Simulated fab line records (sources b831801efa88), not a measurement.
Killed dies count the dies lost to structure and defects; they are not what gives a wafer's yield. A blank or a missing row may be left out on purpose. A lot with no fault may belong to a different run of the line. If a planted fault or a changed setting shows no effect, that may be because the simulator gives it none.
fab line records ; flow sky130
record: lots: 11; wafers: 33; last-day: 49
route steps=708 shown VIA3@589 VIA4@660 METAL5@665 PASSIVATION@693 PAD_OPEN@708
lots that met no fault: taken from a fault-free run of the same line
start-h: start of the lot's first displayed wafer, in hours after the record's first day ; wait-h: hours from the lot's prior step to this one ; " repeats the value in the row above ; L1.1+2: several wafers, shown together as one row ; - either no value or no given start ; * or withheld: withheld ; < > ~ a bound
route shown NAME@n: names a module that has steps shown in the file, with the first one's number in the route ; usual: mean/standard deviation taken from wafers without a fault ; same: alike in all rows ; chamber/n: place in a boat ; sites: each site's reading ; _std_site: the standard deviation of these ; _edge_site: inner sites' mean taken away from outer sites' mean ; radius-mm: for every site, how far away it sits from the centre of the wafer ; mask NAME#n: copy n ; behind: the most recent tool/chamber to have shaped the wafer ; hold: reason for holding the lot/hours on hold/outcome of the hold ; device: names the non-switching transistor (n, p or np) ; end of line: the route-end tests of the same wafers ; a step without rows: its recipe alone ; killed: not the wafer's yield, but the dies lost to structure and defects at the first sort ; map: a wafer's dies, marking killed ones x, the rest . and places with no die _
set.NAME: the setting the step ran with; set.NAME@STEP: the setting that earlier step ran with ; model.NAME: the simulator's own value behind a step, which no gauge read
route steps across a sampled set of lots; one table per step, one row per wafer
services: from which hour (start-h, from the record's first day; less than 0 if before it) a tool's chamber was out of use, for how many hours, and why
== steps ==
step: SKY_VIA3_STRIP_16
recipe: chemistry: O2/N2; power-w: 1400; pressure-mtorr: 1500; platen-temp-c: withheld; o2-flow-sccm: 3000; n2-flow-sccm: 300; overash-fraction: 0.5
usual: drypump-motor-current-A: 5.6/0.49; oes-product-au: 0.403/0.0041; strip-time-to-endpoint-s: 4.140/0.018
lot.wafer;tool;chamber;start-h;wait-h;drypump-motor-current-A;oes-product-au;rf-hours-counter-h;strip-time-to-endpoint-s
L425.2;plasma-asher-02;1;936.09;0.0;6.4;0.408;112;4.107
L425.3;plasma-asher-02;1;936.09;0.0;6.4;0.402;-;4.123
L425.6;plasma-asher-02;0;936.09;0.0;5.8;0.405;-;4.117
L426.3;plasma-asher-02;0;974.36;0.1;5.8;0.403;-;4.180
L426.4;plasma-asher-02;1;974.36;0.1;6.4;0.399;-;4.160
L426.5;plasma-asher-02;1;974.36;0.1;6.4;0.407;-;4.169
L429.1;plasma-asher-04;1;989.65;0.0;5.2;0.405;56;4.153
L429.3;plasma-asher-04;1;989.65;0.0;5.2;0.401;-;4.157
L429.6;plasma-asher-04;1;989.65;0.0;5.2;0.410;-;4.168
L430.1;plasma-asher-04;1;995.13;0.0;5.2;0.401;57;4.154
L430.5;plasma-asher-04;0;995.13;0.0;5.7;0.405;-;4.137
L430.6;plasma-asher-04;1;995.13;0.0;5.2;0.405;-;4.138
L431.3;plasma-asher-04;0;998.91;0.1;5.7;0.408;-;4.147
L431.4;plasma-asher-04;1;998.91;0.1;5.2;0.399;-;4.147
L431.5;plasma-asher-04;0;998.91;0.1;5.7;0.403;-;4.137
L432.3;plasma-asher-04;0;1004.31;0.1;5.7;0.400;-;4.158
L432.4;plasma-asher-04;1;1004.31;0.1;5.2;0.402;-;4.126
L432.5;plasma-asher-04;0;1004.31;0.1;5.7;0.405;-;4.133
L435.1;plasma-asher-02;0;1015.29;0.0;5.9;0.406;120;4.161
L435.2;plasma-asher-02;1;1015.29;0.0;6.4;0.397;120;4.140
L435.6;plasma-asher-02;1;1015.29;0.0;6.4;0.395;-;4.165
L436.2;plasma-asher-04;1;1020.58;0.0;5.2;0.405;59;4.140
L436.3;plasma-asher-04;0;1020.58;0.0;5.7;0.405;-;4.095
L436.6;plasma-asher-04;1;1020.58;0.0;5.2;0.403;-;4.118
L437.1;plasma-asher-04;0;1028.29;0.0;5.7;0.399;60;4.147
L437.3;plasma-asher-04;0;1028.29;0.0;5.7;0.401;-;4.137
L437.4;plasma-asher-04;1;1028.29;0.0;5.2;0.404;-;4.155
L440.1;plasma-asher-04;0;1041.23;0.0;5.7;0.396;61;4.122
L440.3;plasma-asher-04;1;1041.23;0.0;5.2;0.406;-;4.122
L440.5;plasma-asher-04;1;1041.23;0.0;5.2;0.403;-;4.149
L443.1;plasma-asher-01;1;1065.39;0.0;4.9;0.398;30;4.140
L443.2;plasma-asher-01;0;1065.39;0.0;6.0;0.403;30;4.121
L443.6;plasma-asher-01;1;1065.39;0.0;4.9;0.398;-;4.140
step: SKY_VIA4_CMP_21
recipe: stop-on: SiO2; t-overpolish-s: 25; down-force-psi: 3.5; platen-rpm: 60; target-thk-nm: 0; pad-velocity-m-s: 0.94248
usual: edge-zone-pressure-frac: 1.000/0.0053; motor-current-A: 10.3/0.97; overpolish-run-s: 25.000/0.0085; slurry-flow-ml-min: 150.0/0.41; time-to-endpoint-s: 122.2/2.6
lot.wafer;tool;chamber;start-h;wait-h;edge-zone-pressure-frac;motor-current-A;overpolish-run-s;slurry-flow-ml-min;time-to-endpoint-s
L425.2;cmp-02;3;1011.42;0.1;0.996;10.3;24.998;150.1;126.0
L425.3;cmp-02;0;1011.42;0.1;0.990;9.9;24.995;150.4;122.8
L425.6;cmp-02;1;1011.42;0.1;1.002;9.7;25.005;150.4;122.4
L426.4;cmp-02;3;1046.86;0.1;0.998;10.9;24.999;150.3;122.3
L426.3;cmp-02;0;1046.86;0.1;1.003;9.6;24.985;150.1;121.4
L426.5;cmp-02;1;1046.86;0.1;0.994;9.6;25.004;149.7;120.8
L429.3;cmp-01;1;1061.36;0.1;1.009;10.2;24.987;149.8;123.3
L429.1;cmp-01;2;1061.36;0.1;1.010;8.8;24.987;149.6;118.8
L429.6;cmp-01;0;1061.36;0.1;1.003;11.8;25.008;150.5;122.9
L430.1;cmp-01;3;1066.78;0.2;0.996;10.3;25.000;149.0;123.5
L430.5;cmp-01;0;1066.78;0.2;1.005;11.7;24.995;149.6;125.4
L430.6;cmp-01;1;1066.78;0.2;1.000;10.2;25.014;149.2;123.8
L431.4;cmp-01;1;1070.01;0.0;1.004;10.6;25.012;150.2;122.5
L431.3;cmp-01;0;1070.01;0.0;0.998;12.1;25.007;149.3;122.9
L431.5;cmp-01;1;1070.01;0.0;1.007;10.1;25.008;150.4;124.2
L432.3;cmp-01;2;1075.17;0.1;0.997;8.8;24.999;150.2;122.4
L432.4;cmp-01;0;1075.17;0.1;0.996;12.0;24.993;150.3;120.9
L432.5;cmp-01;1;1075.17;0.1;0.999;11.0;25.002;149.9;122.6
L435.1;cmp-01;0;1085.43;0.2;0.998;12.4;25.002;149.2;122.6
L435.2;cmp-01;2;1085.43;0.2;1.009;8.7;24.999;150.6;120.0
L435.6;cmp-01;1;1085.43;0.2;0.997;10.2;25.009;150.3;121.6
L436.3;cmp-01;1;1089.37;0.1;1.000;9.9;24.993;150.1;119.9
L436.2;cmp-01;3;1089.37;0.1;1.004;10.3;24.994;150.6;118.7
L436.6;cmp-01;0;1089.37;0.1;0.998;11.9;25.008;150.2;122.4
L437.4;cmp-01;3;1096.80;0.1;1.001;10.6;24.997;149.5;120.1
L437.3;cmp-01;0;1096.80;0.1;0.999;13.0;25.010;150.1;118.8
L437.1;cmp-01;1;1096.80;0.1;0.997;10.3;24.982;150.2;118.9
L440.1;cmp-01;0;1109.79;0.3;1.008;11.8;24.992;150.1;114.9
L440.3;cmp-01;2;1109.79;0.3;0.995;8.6;25.005;149.8;119.7
L440.5;cmp-01;1;1109.79;0.3;0.996;10.2;25.005;150.2;116.0
L443.2;cmp-01;0;1132.28;0.0;1.006;11.6;24.997;149.8;119.8
L443.1;cmp-01;2;1132.28;0.0;0.999;8.2;25.003;150.0;123.4
L443.6;cmp-01;1;1132.28;0.0;0.998;10.2;25.014;149.5;120.8
step: SKY_METAL5_SPUTTER_04
recipe: material: TiN; target-thk-nm: 70; power-w: 6500; time-s: 58.3; chamber-pressure-pa: 0.3883
usual: cathode-dc-power-W: 6500.2/1.2; throttle-valve-pct: 29.5/0.85
lot.wafer;tool;chamber;start-h;wait-h;cathode-dc-power-W;throttle-valve-pct
L425.2;pvd-sputter-03;-;1011.74;0.0;6499.1;29.8
L425.3;pvd-sputter-03;-;1011.74;0.0;6498.8;30.2
L425.6;pvd-sputter-03;-;1011.74;0.0;6500.4;29.4
L426.3;pvd-sputter-02;-;1047.18;0.0;6500.7;29.9
L426.4;pvd-sputter-02;-;1047.18;0.0;6500.9;29.5
L426.5;pvd-sputter-02;-;1047.18;0.0;6501.6;29.5
L429.1;pvd-sputter-03;-;1061.68;0.0;6499.0;29.2
L429.3;pvd-sputter-03;-;1061.68;0.0;6499.9;29.2
L429.6;pvd-sputter-03;-;1061.68;0.0;6499.8;29.2
L430.1;pvd-sputter-03;-;1067.04;0.0;6499.5;30.1
L430.5;pvd-sputter-03;-;1067.04;0.0;6499.9;29.6
L430.6;pvd-sputter-03;-;1067.04;0.0;6500.8;28.9
L431.3;pvd-sputter-04;-;1070.43;0.0;6500.4;29.3
L431.4;pvd-sputter-04;-;1070.43;0.0;6499.6;29.2
L431.5;pvd-sputter-04;-;1070.43;0.0;6501.8;29.0
L432.3;pvd-sputter-03;-;1075.54;0.0;6502.2;29.6
L432.4;pvd-sputter-03;-;1075.54;0.0;6499.8;28.8
L432.5;pvd-sputter-03;-;1075.54;0.0;6501.1;30.2
L435.1;pvd-sputter-03;-;1085.85;0.0;6499.7;30.2
L435.2;pvd-sputter-03;-;1085.85;0.0;6502.7;29.7
L435.6;pvd-sputter-03;-;1085.85;0.0;6500.3;30.1
L436.2;pvd-sputter-02;-;1089.74;0.0;6499.7;29.8
L436.3;pvd-sputter-02;-;1089.74;0.0;6499.3;32.0
L436.6;pvd-sputter-02;-;1089.74;0.0;6501.1;30.0
L437.1;pvd-sputter-03;-;1097.18;0.0;6501.4;30.2
L437.3;pvd-sputter-03;-;1097.18;0.0;6500.8;29.3
L437.4;pvd-sputter-03;-;1097.18;0.0;6498.1;29.6
L440.1;pvd-sputter-03;-;1110.22;0.0;6499.0;28.9
L440.3;pvd-sputter-03;-;1110.22;0.0;6499.6;29.4
L440.5;pvd-sputter-03;-;1110.22;0.0;6498.7;29.4
L443.1;pvd-sputter-04;-;1132.69;0.0;6499.1;29.0
L443.2;pvd-sputter-04;-;1132.69;0.0;6500.9;29.5
L443.6;pvd-sputter-04;-;1132.69;0.0;6502.1;29.6
step: SKY_PASSIVATION_STRIP_12
recipe: chemistry: O2/N2; power-w: 1400; pressure-mtorr: 1500; platen-temp-c: withheld; overash-fraction: 0.7; o2-flow-sccm: 3000; n2-flow-sccm: 300
usual: drypump-motor-current-A: 5.6/0.61; oes-product-au: 0.661/0.0044; strip-time-to-endpoint-s: 31.51/0.11
lot.wafer;tool;chamber;start-h;wait-h;drypump-motor-current-A;oes-product-au;rf-hours-counter-h;strip-time-to-endpoint-s
L425.2;plasma-asher-01;0;1057.55;0.1;6.0;0.667;29;31.34
L425.3;plasma-asher-01;1;1057.55;0.1;5.0;0.656;-;31.33
L425.6;plasma-asher-01;1;1057.55;0.1;4.9;0.669;-;31.50
L426.3;plasma-asher-01;1;1090.44;0.1;5.0;0.660;-;31.57
L426.4;plasma-asher-01;0;1090.44;0.1;6.1;0.655;-;31.52
L426.5;plasma-asher-01;0;1090.44;0.1;6.1;0.660;-;31.53
L429.1;plasma-asher-02;1;1103.02;0.1;6.4;0.656;3;31.39
L429.3;plasma-asher-02;0;1103.02;0.1;5.9;0.657;-;31.50
L429.6;plasma-asher-02;0;1103.02;0.1;5.9;0.660;-;31.38
L430.1;plasma-asher-02;0;1109.08;0.1;5.9;0.659;3;31.48
L430.5;plasma-asher-02;0;1109.08;0.1;5.9;0.659;-;31.56
L430.6;plasma-asher-02;1;1109.08;0.1;6.4;0.661;-;31.39
L431.3;plasma-asher-02;0;1112.40;0.1;5.8;0.655;-;31.60
L431.4;plasma-asher-02;1;1112.40;0.1;6.4;0.653;-;31.52
L431.5;plasma-asher-02;0;1112.40;0.1;5.8;0.657;-;31.62
L432.3;plasma-asher-01;1;1117.29;0.1;5.0;0.667;-;31.52
L432.4;plasma-asher-01;0;1117.29;0.1;6.0;0.662;-;31.39
L432.5;plasma-asher-01;1;1117.29;0.1;5.0;0.667;-;31.49
L435.1;plasma-asher-02;0;1127.12;0.1;5.8;0.669;5;31.69
L435.2;plasma-asher-02;1;1127.12;0.1;6.4;0.666;5;31.71
L435.6;plasma-asher-02;1;1127.12;0.1;6.4;0.656;-;31.69
L436.2;plasma-asher-02;0;1131.87;0.1;5.9;0.662;5;31.50
L436.3;plasma-asher-02;1;1131.87;0.1;6.4;0.654;-;31.49
L436.6;plasma-asher-02;1;1131.87;0.1;6.4;0.657;-;31.59
L437.1;plasma-asher-02;1;1138.15;0.1;6.4;0.664;6;31.32
L437.3;plasma-asher-02;0;1138.15;0.1;5.8;0.656;-;31.35
L437.4;plasma-asher-02;1;1138.15;0.1;6.4;0.669;-;31.53
L440.1;plasma-asher-02;1;1151.33;0.1;6.4;0.657;7;31.73
L440.3;plasma-asher-02;1;1151.33;0.1;6.4;0.665;-;31.48
L440.5;plasma-asher-02;1;1151.33;0.1;6.4;0.659;-;31.53
L443.1;plasma-asher-03;0;1169.08;0.1;4.9;0.669;103;31.40
L443.2;plasma-asher-03;1;1169.08;0.1;4.9;0.661;103;31.46
L443.6;plasma-asher-03;1;1169.08;0.1;4.9;0.661;-;31.31
step: SKY_PAD_OPEN_PROBE_99
usual: defect-limited-yield: 82.4/1.9; killed_at_M0_to_M3: 44/7.2; killed_at_M4_up: 3.2/1.8; killed-at-contacts: 24/5.4; killed-at-front-end: 15/4; killed-at-other: 0.3/0.56; killed-dies: 87/9.2; killed-open: 47/7.3; killed-short: 39/5.7; sort_bin_3_pad_short: 0.9/0.45; sort_bin_5_function: 10.6/1.5; sort_bin_6_memory: 6.2/1.1; sort-n-pass: 405/9.2; sort-yield-pct: 82.4/1.9
same: gross-dies: 492; killed-at-back-side: 0; sort_bin_4_leakage[%]: 0; sort_bin_8_speed[%]: 0
lot.wafer;tool;chamber;start-h;wait-h;defect-limited-yield[%];killed_at_M0_to_M3;killed_at_M4_up;killed-at-contacts;killed-at-front-end;killed-at-other;killed-dies;killed-open;killed-short;sort_bin_3_pad_short[%];sort_bin_5_function[%];sort_bin_6_memory[%];sort-n-pass;sort-yield-pct[%]
L431.3;prober-02;-;1135.55;0.2;82.7;47;3;22;13;0;85;45;39;1.0;10.2;6.1;407;82.7
L431.4;prober-02;-;1135.60;0.2;84.1;44;6;18;9;1;78;43;35;1.4;8.7;5.7;414;84.1
L431.5;prober-02;-;1135.65;0.2;81.9;47;2;20;20;0;89;50;39;0;10.8;7.3;403;81.9
L432.3;prober-02;-;1139.76;0.2;83.1;38;7;19;19;0;83;47;36;0.6;10.2;6.1;409;83.1
L432.4;prober-02;-;1139.81;0.2;82.7;38;3;29;14;1;85;51;34;0.4;10.8;6.1;407;82.7
L432.5;prober-02;-;1139.86;0.2;81.5;40;5;29;17;0;91;52;39;0.6;12.0;5.9;401;81.5
L435.1;prober-01;-;1147.57;0.1;83.1;37;5;26;15;0;83;48;34;0.6;11.4;4.9;409;83.1
L435.2;prober-01;-;1147.62;0.1;78.3;53;3;34;17;0;107;63;41;0.8;12.0;8.9;385;78.3
L435.6;prober-01;-;1147.82;0.2;85.2;36;3;17;17;0;73;33;40;1.2;9.6;4.1;419;85.2
L436.2;prober-01;-;1152.56;0.1;77.0;89;1;14;9;0;113;43;29;3.3;14.2;5.5;379;77.0
L436.3;prober-01;-;1152.61;0.2;87.2;31;3;16;12;1;63;26;37;0.8;7.7;4.3;429;87.2
L436.6;prober-01;-;1152.76;0.2;71.1;93;6;28;15;0;142;56;39;2.2;18.9;7.7;350;71.1
L437.1;prober-02;-;1158.57;0.1;78.9;56;2;30;15;1;104;51;53;1.0;11.6;8.5;388;78.9
L437.3;prober-02;-;1158.67;0.2;81.9;37;5;29;18;0;89;39;50;0.8;10.4;6.9;403;81.9
L437.4;prober-02;-;1158.72;0.2;77.4;73;1;22;15;0;111;40;38;1.8;17.3;3.5;381;77.4
L440.1;prober-01;-;1170.63;0.1;81.7;52;5;21;12;0;90;41;47;1.8;12.2;4.3;402;81.7
L440.3;prober-01;-;1170.73;0.2;76.8;70;6;22;16;0;114;39;36;2.2;13.6;7.3;378;76.8
L440.5;prober-01;-;1170.83;0.2;75.4;75;5;24;17;0;121;43;39;1.8;15.7;7.1;371;75.4
L443.1;prober-02;-;1187.38;0.1;82.1;38;2;24;24;0;88;40;46;0.2;11.4;6.3;404;82.1
L443.2;prober-02;-;1187.43;0.1;84.3;36;5;15;21;0;77;42;35;0.2;9.6;5.9;415;84.3
L443.6;prober-02;-;1187.63;0.2;85.0;32;3;22;17;0;74;40;33;0.4;9.8;4.9;418;85.0
killed by level:class
L431.3 CONTACT:geometric-particle:open=12 VIA1:geometric-particle:open=9 VIA3:geometric-particle:open=6 VIA1:geometric-particle:short=6 VIA3:geometric-particle:short=5 METAL1:geometric-particle:short=5 METAL2:geometric-particle:short=5 LI_CONTACT:geometric-particle:open=4
L431.4 VIA2:geometric-particle:open=10 VIA3:geometric-particle:open=10 LOCAL_INTERCONNECT:geometric-particle:short=7 CONTACT:geometric-particle:short=5 VIA1:geometric-particle:open=5 METAL4:geometric-particle:short=4 METAL2:geometric-particle:short=4 POLY_GATE:geometric-particle:short=3
L431.5 VIA1:geometric-particle:open=10 VIA3:geometric-particle:open=8 POLY_GATE:geometric-particle:short=7 VIA2:geometric-particle:open=7 CONTACT:geometric-particle:open=6 LI_CONTACT:geometric-particle:open=5 METAL1:geometric-particle:open=5 METAL2:geometric-particle:short=5
L432.3 VIA3:geometric-particle:open=11 VIA1:geometric-particle:open=8 LOCAL_INTERCONNECT:geometric-particle:short=6 CONTACT:geometric-particle:open=6 POLY_GATE:geometric-particle:open=5 VIA2:geometric-particle:open=5 FIELD_ISO:geometric-particle:open=4 LI_CONTACT:geometric-particle:open=4
L432.4 CONTACT:geometric-particle:open=9 VIA2:geometric-particle:open=8 LI_CONTACT:geometric-particle:open=7 CONTACT:geometric-particle:short=7 VIA1:geometric-particle:open=7 VIA3:geometric-particle:open=7 VIA1:geometric-particle:short=5 FIELD_ISO:geometric-particle:open=4
L432.5 CONTACT:geometric-particle:open=11 VIA1:geometric-particle:open=8 FIELD_ISO:geometric-particle:open=7 CONTACT:geometric-particle:short=7 METAL1:geometric-particle:short=7 VIA2:geometric-particle:open=6 POLY_GATE:geometric-particle:open=5 LI_CONTACT:geometric-particle:open=5
L435.1 VIA3:geometric-particle:open=10 CONTACT:geometric-particle:open=8 VIA2:geometric-particle:open=8 LI_CONTACT:geometric-particle:short=6 LI_CONTACT:geometric-particle:open=4 CONTACT:geometric-particle:short=4 METAL1:geometric-particle:short=4 VIA1:geometric-particle:open=4
L435.2 VIA1:geometric-particle:open=18 LI_CONTACT:geometric-particle:open=9 CONTACT:geometric-particle:open=9 FIELD_ISO:geometric-particle:short=7 VIA3:geometric-particle:open=7 LOCAL_INTERCONNECT:geometric-particle:short=6 POLY_GATE:geometric-particle:open=5 VIA1:geometric-particle:short=5
L435.6 VIA1:geometric-particle:open=10 VIA1:geometric-particle:short=7 CONTACT:geometric-particle:open=6 FIELD_ISO:geometric-particle:open=5 FIELD_ISO:geometric-particle:short=4 CONTACT:geometric-particle:short=4 METAL3:geometric-particle:short=4 VIA3:geometric-particle:open=4
L436.2 VIA3:unspecified=41 VIA1:geometric-particle:open=12 VIA2:geometric-particle:open=8 VIA3:geometric-particle:open=7 VIA1:geometric-particle:short=7 CONTACT:geometric-particle:open=6 METAL2:geometric-particle:short=5 FIELD_ISO:geometric-particle:short=3
L436.3 METAL2:geometric-particle:short=7 VIA1:geometric-particle:open=7 CONTACT:geometric-particle:open=6 CONTACT:geometric-particle:short=4 FIELD_ISO:geometric-particle:short=3 SONOS_ONO:geometric-particle:short=3 LI_CONTACT:geometric-particle:open=3 METAL2:geometric-particle:open=3
L436.6 VIA3:unspecified=47 VIA2:geometric-particle:open=11 LI_CONTACT:geometric-particle:open=10 VIA1:geometric-particle:open=8 VIA3:geometric-particle:open=6 METAL4:geometric-particle:short=5 CONTACT:geometric-particle:short=5 CONTACT:geometric-particle:open=5
L437.1 VIA1:geometric-particle:open=14 CONTACT:geometric-particle:open=9 VIA1:geometric-particle:short=9 LOCAL_INTERCONNECT:geometric-particle:short=8 VIA3:geometric-particle:open=7 METAL1:geometric-particle:short=6 VIA3:geometric-particle:short=6 METAL2:geometric-particle:short=5
L437.3 CONTACT:geometric-particle:short=11 FIELD_ISO:geometric-particle:short=8 VIA2:geometric-particle:open=7 CONTACT:geometric-particle:open=7 METAL1:geometric-particle:short=7 VIA1:geometric-particle:open=6 POLY_GATE:geometric-particle:short=4 LI_CONTACT:geometric-particle:open=4
L437.4 VIA3:unspecified=33 VIA1:geometric-particle:open=11 LI_CONTACT:geometric-particle:open=8 METAL2:geometric-particle:short=7 CONTACT:geometric-particle:open=6 VIA1:geometric-particle:short=4 FIELD_ISO:geometric-particle:short=4 POLY_GATE:geometric-particle:short=4
L440.1 VIA1:geometric-particle:open=11 VIA3:geometric-particle:open=10 METAL2:geometric-particle:short=9 CONTACT:geometric-particle:short=7 CONTACT:geometric-particle:open=7 METAL1:geometric-particle:short=6 POLY_GATE:geometric-particle:open=4 VIA1:geometric-particle:short=4
L440.3 VIA3:unspecified=37 LI_CONTACT:geometric-particle:open=7 CONTACT:geometric-particle:open=7 LOCAL_INTERCONNECT:geometric-particle:short=6 VIA1:geometric-particle:short=5 VIA1:geometric-particle:open=5 VIA3:geometric-particle:open=5 POLY_GATE:geometric-particle:short=4
L440.5 VIA3:unspecified=38 VIA1:geometric-particle:open=10 CONTACT:geometric-particle:open=8 LI_CONTACT:geometric-particle:open=6 METAL2:geometric-particle:short=6 VIA1:geometric-particle:short=5 FIELD_ISO:geometric-particle:open=4 CONTACT:geometric-particle:short=4
L443.1 VIA1:geometric-particle:open=10 VIA2:geometric-particle:open=7 FIELD_ISO:geometric-particle:short=6 POLY_GATE:geometric-particle:short=6 FIELD_ISO:geometric-particle:open=5 LI_CONTACT:geometric-particle:short=5 LI_CONTACT:geometric-particle:open=5 CONTACT:geometric-particle:short=5
L443.2 CONTACT:geometric-particle:open=7 FIELD_ISO:geometric-particle:short=5 METAL1:geometric-particle:short=5 VIA3:geometric-particle:short=5 VIA1:geometric-particle:open=5 VIA3:geometric-particle:open=5 VIA2:geometric-particle:open=5 METAL4:geometric-particle:short=5
L443.6 VIA1:geometric-particle:open=9 LI_CONTACT:geometric-particle:open=8 CONTACT:geometric-particle:open=6 VIA2:geometric-particle:open=6 FIELD_ISO:geometric-particle:short=5 FIELD_ISO:geometric-particle:open=5 POLY_GATE:geometric-particle:short=5 VIA1:geometric-particle:short=4
== services ==
tool;chamber;start-h;hours;kind
cmp-01;-;912.13;4.0;pm
pvd-sputter-04;-;923.77;2.0;repair
cmp-01;-;928.51;1.8;repair
pvd-sputter-03;-;930.74;1.1;repair
cmp-02;-;944.85;2.2;repair
cmp-01;-;956.91;4.2;pm
cmp-01;-;965.56;3.6;repair
plasma-asher-01;-;986.18;2.8;pm
plasma-asher-02;-;992.32;0.6;repair
cmp-02;-;1019.46;16.0;pm
cmp-02;-;1035.44;6.1;pm
plasma-asher-02;-;1055.25;9.0;pm
cmp-02;-;1057.79;0.3;repair
pvd-sputter-02;-;1060.02;3.7;repair
pvd-sputter-04;-;1075.36;3.0;repair
cmp-02;-;1084.00;4.0;pm
plasma-asher-02;-;1087.41;6.7;repair
pvd-sputter-03;-;1089.48;1.0;repair
cmp-02;-;1102.91;4.4;pm
plasma-asher-01;-;1104.12;0.4;repair
plasma-asher-02;-;1115.86;2.0;repair
plasma-asher-01;-;1140.73;7.5;repair
plasma-asher-02;-;1141.72;6.3;repair
plasma-asher-02;-;1163.06;2.9;repair
== key ==
first-sign: step: SKY_PAD_OPEN_PROBE_99; reading: killed_at_M0_to_M3; direction: up; sigmas: 5; usual: 44; struck: 80
effect: step: SKY_PAD_OPEN_PROBE_99; reading: sort_bin_5_function; direction: up; sigmas: 3.6; usual: 10.6; struck: 15.9
met-at SKY_VIA3_STRIP_16
struck-lots L436,L437,L440
struck-wafers L436.2,L436.6,L437.4,L440.3,L440.5
not-acting-at SKY_VIA4_CMP_21,SKY_METAL5_SPUTTER_04,SKY_PASSIVATION_STRIP_12
onset-between 1004.31 1020.58
fault: kind: chamber-particle-source; tool: plasma-asher-04; chamber: 1; onset-h: 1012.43; steps: SKY_VIA3_STRIP_16; rate-per-visit-cm2: 0.40336; end-h: 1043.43
